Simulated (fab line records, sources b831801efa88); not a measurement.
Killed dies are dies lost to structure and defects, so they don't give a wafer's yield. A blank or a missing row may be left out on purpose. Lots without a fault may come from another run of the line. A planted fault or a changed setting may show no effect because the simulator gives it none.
fab line records | flow gf180mcu
record lots=13 wafers=37 last_day=34
route steps=602 shown V2@406 V3@452 M4@471 V5@542
lots that met no fault: from a run of the same line without faults
start_h: hours from the record's first day to the start of the lot's first wafer shown | wait_h: hours since the lot's step before | " the same as in the row above | L1.1+2: a row that stands for several wafers | - no value, or no start given | * or withheld: withheld | < > ~ a bound
route shown NAME@n: a module of which the file shows steps, and the number in the route of the first | usual: mean/standard deviation of fault-free wafers | same: alike in all rows | chamber/n: place in a boat | sites: the reading at each site | _std_site: their standard deviation | _edge_site: outer sites' mean less inner sites' | radius_mm: how far each site lies from the wafer's centre | mask NAME#n: copy n | behind: the tool/chamber that last shaped the wafer | hold: why the lot was held/for how many hours/how that ended | device: the transistor (n, p or np) that didn't switch | end of line: the same wafers' tests at the end of the route | a step without rows: its recipe alone | killed: dies lost to structure and defects at the first sort, not the wafer's yield | map: a wafer's dies, x killed, . not, _ none there
set.NAME: the setting as run; set.NAME@STEP: as run at that earlier step | model.NAME: the simulator's own value behind a step, which no gauge read
steps of the route over a sample of lots; a table a step, a row a wafer
services: from which hour (start_h, from the record's first day; less than 0 if before it) a tool's chamber was out of use, for how many hours, and why
## steps
# step GF_V2_RS_MEAS_24
# recipe thk_meas_gauge=four-point-probe reads=W_of_V2_CVD_23+TiN_of_V2_SPUTTER_22+Ti_of_V2_SPUTTER_21
# usual V2_W_RS=0.323/0.006
# columns lot.wafer tool chamber start_h wait_h V2_W_RS[ohm/sq]
L448.1 film_metro-03 - 463.88 0.1 0.323
L448.5 " - " " 0.326
L449.2 film_metro-02 - 472.72 0.2 0.328
L449.3 " - " " 0.323
L449.4 " - " " 0.325
L450.3 film_metro-03 - 484.79 0.1 0.315
L450.4 " - " " 0.322
L450.5 " - " " 0.322
L452.1 film_metro-03 - 499.29 0.1 0.329
L452.2 " - " " 0.326
L452.4 " - " " 0.328
L453.1 film_metro-02 - 507.73 0.1 0.320
L453.4 " - " " 0.327
L453.5 " - " " 0.330
L456.2 film_metro-03 - 535.35 0.1 0.329
L456.4 " - " " 0.320
L456.5 " - " " 0.315
L455.1 film_metro-03 - 536.58 0.1 0.319
L455.5 " - " " 0.324
L455.6 " - " " 0.333
L458.2 film_metro-01 - 555.73 0.1 0.323
L458.3 " - " " 0.322
L458.5 " - " " 0.325
L460.1 film_metro-03 - 572.39 0.1 0.318
L460.3 " - " " 0.330
L460.6 " - " " 0.333
L463.1 film_metro-03 - 589.98 0.1 0.329
L463.2 " - " " 0.318
L463.6 " - " " 0.335
L464.2 film_metro-01 - 594.05 0.1 0.315
L464.3 " - " " 0.316
L464.6 " - " " 0.326
L468.1 film_metro-03 - 627.94 0.1 0.315
L468.4 " - " " 0.317
L471.3 film_metro-02 - 647.56 0.1 0.322
L471.5 " - " " 0.307
L471.6 " - " " 0.325
# step GF_V3_CVD_23
# recipe material=W target_thk_nm=350 time_s=104.9 temp_c=400 pressure_torr=40
# usual heater_power_w=788/71
# columns lot.wafer tool chamber start_h wait_h heater_power_w since_wet_clean_h
L448.1 cvd_w-02 1 514.37 0.0 696 110
L448.5 " 1 " " 687 -
L449.2 cvd_w-01 1 523.75 0.0 838 620
L449.3 " 0 " " 792 -
L449.4 " 1 " " 867 -
L450.3 cvd_w-02 0 534.46 0.1 707 -
L450.4 " 1 " " 682 -
L450.5 " 0 " " 715 -
L452.1 cvd_w-02 1 549.28 0.0 690 145
L452.2 " 0 " " 735 145
L452.4 " 0 " " 710 -
L453.1 cvd_w-02 1 557.74 0.0 702 154
L453.4 " 1 " " 688 -
L453.5 " 0 " " 718 -
L456.2 cvd_w-01 1 582.27 0.0 862 678
L456.4 " 1 " " 878 -
L456.5 " 1 " " 863 -
L455.1 cvd_w-02 1 583.64 0.0 696 180
L455.5 " 0 " " 722 -
L455.6 " 1 " " 699 -
L458.2 cvd_w-01 0 602.31 0.0 796 698
L458.3 " 0 " " 793 -
L458.5 " 1 " " 864 -
L460.1 cvd_w-02 0 618.27 0.0 709 214
L460.3 " 1 " " 695 -
L460.6 " 0 " " 719 -
L463.1 cvd_w-01 0 634.95 0.0 816 731
L463.2 " 1 " " 852 731
L463.6 " 0 " " 801 -
L464.2 cvd_w-01 1 638.55 0.0 859 735
L464.3 " 1 " " 855 -
L464.6 " 1 " " 873 -
L468.1 cvd_w-01 1 671.72 0.0 868 768
L468.4 " 0 " " 795 -
L471.3 cvd_w-02 1 688.80 0.1 705 -
L471.5 " 1 " " 689 -
L471.6 " 0 " " 718 -
# step GF_M4_OVL_MEAS_15
# usual M4_OVL=-1/4.9
# columns lot.wafer tool chamber start_h wait_h M4_OVL[nm]
L448.1 overlay-02 - 539.28 0.1 0
L448.5 " - " " -1
L449.2 overlay-02 - 547.63 0.1 -9
L449.3 " - " " -3
L449.4 " - " " -1
L450.3 overlay-01 - 557.74 0.1 -6
L450.4 " - " " -8
L450.5 " - " " -8
L452.1 overlay-02 - 571.94 0.1 0
L452.2 " - " " -4
L452.4 " - " " -4
L453.1 overlay-02 - 580.97 0.1 0
L453.4 " - " " -1
L453.5 " - " " -1
L456.2 overlay-02 - 604.38 0.1 -4
L456.4 " - " " 5
L456.5 " - " " 3
L455.1 overlay-01 - 605.68 0.1 2
L455.5 " - " " 1
L455.6 " - " " 3
L458.2 overlay-01 - 624.03 0.1 -10
L458.3 " - " " -1
L458.5 " - " " -5
L460.1 overlay-01 - 639.92 0.1 3
L460.3 " - " " -5
L460.6 " - " " 6
L463.1 overlay-01 - 655.48 0.1 3
L463.2 " - " " -1
L463.6 " - " " 5
L464.2 overlay-02 - 659.23 0.1 0
L464.3 " - " " 6
L464.6 " - " " 15
L468.1 overlay-02 - 691.53 0.1 5
L468.4 " - " " 0
L471.3 overlay-02 - 708.34 0.1 5
L471.5 " - " " 6
L471.6 " - " " 4
# step GF_V5_CVD_02
# recipe material=SiO2 target_thk_nm=1450 precursor=TEOS temp_c=400 time_s=163.28 rf_w=600
# usual heater_power_w=664/95 rf_fwd_power_W=597.4/1.9
# columns lot.wafer tool chamber start_h wait_h heater_power_w rf_fwd_power_W since_wet_clean_h
L448.1 pecvd-04 2 608.30 0.1 734 596.8 642
L448.5 " 2 " " 596 599.6 -
L449.2 pecvd-04 2 616.65 0.0 715 598.2 650
L449.3 " 1 " " 575 598.2 650
L449.4 " 0 " " 462 596.9 -
L450.3 pecvd-03 0 626.41 0.0 647 597.4 452
L450.4 " 2 " " 649 597.3 -
L450.5 " 0 " " 727 595.4 -
L452.1 pecvd-04 2 640.12 0.1 656 598.0 674
L452.2 " 1 " " 564 597.4 674
L452.4 " 2 " " 734 599.3 -
L453.1 pecvd-01 1 646.01 0.1 740 595.9 41
L453.4 " 2 " " 595 594.4 -
L453.5 " 0 " " 594 599.0 -
L456.2 pecvd-01 0 668.80 0.0 667 598.8 64
L456.4 " 1 " " 857 596.6 -
L456.5 " 2 " " 597 592.2 -
L455.1 pecvd-03 1 670.50 0.1 543 596.5 496
L455.5 " 0 " " 722 596.9 -
L455.6 " 2 " " 791 600.8 -
L458.2 pecvd-04 1 686.50 0.0 591 598.9 720
L458.3 " 0 " " 562 598.0 720
L458.5 " 2 " " 609 599.5 -
L460.1 pecvd-04 1 701.56 0.1 634 597.5 735
L460.3 " 2 " " 733 593.5 735
L460.6 " 0 " " 456 598.8 -
L463.1 pecvd-04 0 716.69 0.1 543 694.5 750
L463.2 " 2 " " 662 692.4 750
L463.6 " 2 " " 730 690.3 -
L464.2 pecvd-04 2 719.65 0.0 590 691.9 753
L464.3 " 0 " " 557 693.1 753
L464.6 " 1 " " 593 695.1 -
L468.1 pecvd-03 1 749.41 0.1 701 598.4 575
L468.4 " 2 " " 635 597.6 -
L471.3 pecvd-01 1 764.60 0.0 848 595.5 159
L471.5 " 2 " " 719 597.6 -
L471.6 " 0 " " 609 598.7 -
# step GF_V5_THK_MEAS_03
# recipe reads=SiO2_of_V5_CVD_02
# usual V5_CVD_02_THK=1449/17
# columns lot.wafer tool chamber start_h wait_h V5_CVD_02_THK[nm]
L448.1 film_metro-02 - 608.40 0.1 1429
L448.5 " - " " 1464
L449.2 film_metro-02 - 616.85 0.1 1463
L449.3 " - " " 1429
L449.4 " - " " 1454
L450.3 film_metro-01 - 626.54 0.1 1448
L450.4 " - " " 1445
L450.5 " - " " 1463
L452.1 film_metro-02 - 640.22 0.1 1451
L452.2 " - " " 1439
L452.4 " - " " 1486
L453.1 film_metro-02 - 646.12 0.1 1464
L453.4 " - " " 1453
L453.5 " - " " 1464
L456.2 film_metro-02 - 668.92 0.1 1454
L456.4 " - " " 1487
L456.5 " - " " 1444
L455.1 film_metro-01 - 670.60 0.1 1436
L455.5 " - " " 1460
L455.6 " - " " 1456
L458.2 film_metro-04 - 686.61 0.1 1422
L458.3 " - " " 1428
L458.5 " - " " 1446
L460.1 film_metro-01 - 701.67 0.1 1441
L460.3 " - " " 1471
L460.6 " - " " 1464
L463.1 film_metro-04 - 716.79 0.1 1499
L463.2 " - " " 1535
L463.6 " - " " 1557
L464.2 film_metro-04 - 719.77 0.1 1509
L464.3 " - " " 1502
L464.6 " - " " 1503
L468.1 film_metro-01 - 749.51 0.1 1431
L468.4 " - " " 1429
L471.3 film_metro-04 - 764.72 0.1 1447
L471.5 " - " " 1468
L471.6 " - " " 1484
## services
# columns tool chamber start_h hours kind
pecvd-03 0 504.03 5.5 repair
pecvd-03 - 554.95 14.6 pm
pecvd-01 - 591.12 14.0 pm
pecvd-01 0 591.12 14.0 vent_cycle
pecvd-01 1 591.12 14.0 vent_cycle
pecvd-01 2 591.12 14.0 vent_cycle
pecvd-04 - 591.24 1.1 repair
pecvd-01 - 605.12 2.8 pm
pecvd-01 0 605.12 - clean
pecvd-01 1 605.12 - clean
pecvd-01 2 605.12 - clean
pecvd-01 1 638.61 4.5 repair
cvd_w-02 1 641.63 - calibration
pecvd-04 - 644.55 1.7 repair
pecvd-04 - 675.22 2.8 repair
pecvd-04 2 689.93 4.9 repair
pecvd-01 1 704.91 5.4 repair
pecvd-04 - 734.68 1.3 repair
## key
first_sign step=GF_V5_CVD_02 reading=rf_fwd_power_W direction=up sigmas=50 usual=597.4 struck=692.9
effect step=GF_V5_THK_MEAS_03 reading=V5_CVD_02_THK direction=up sigmas=4 usual=1449 struck=1517
met_at GF_V5_CVD_02
struck_lots L463,L464
not_acting_at GF_V2_RS_MEAS_24,GF_V3_CVD_23,GF_M4_OVL_MEAS_15
onset_between 701.56 716.69
fault kind=process_parameter_drift tool=pecvd-04 chamber=- onset_h=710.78 steps=GF_V5_CVD_02 channel=rf_w offset=96 shape=step end_h=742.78 acts_in=these_recipes_only stated=600
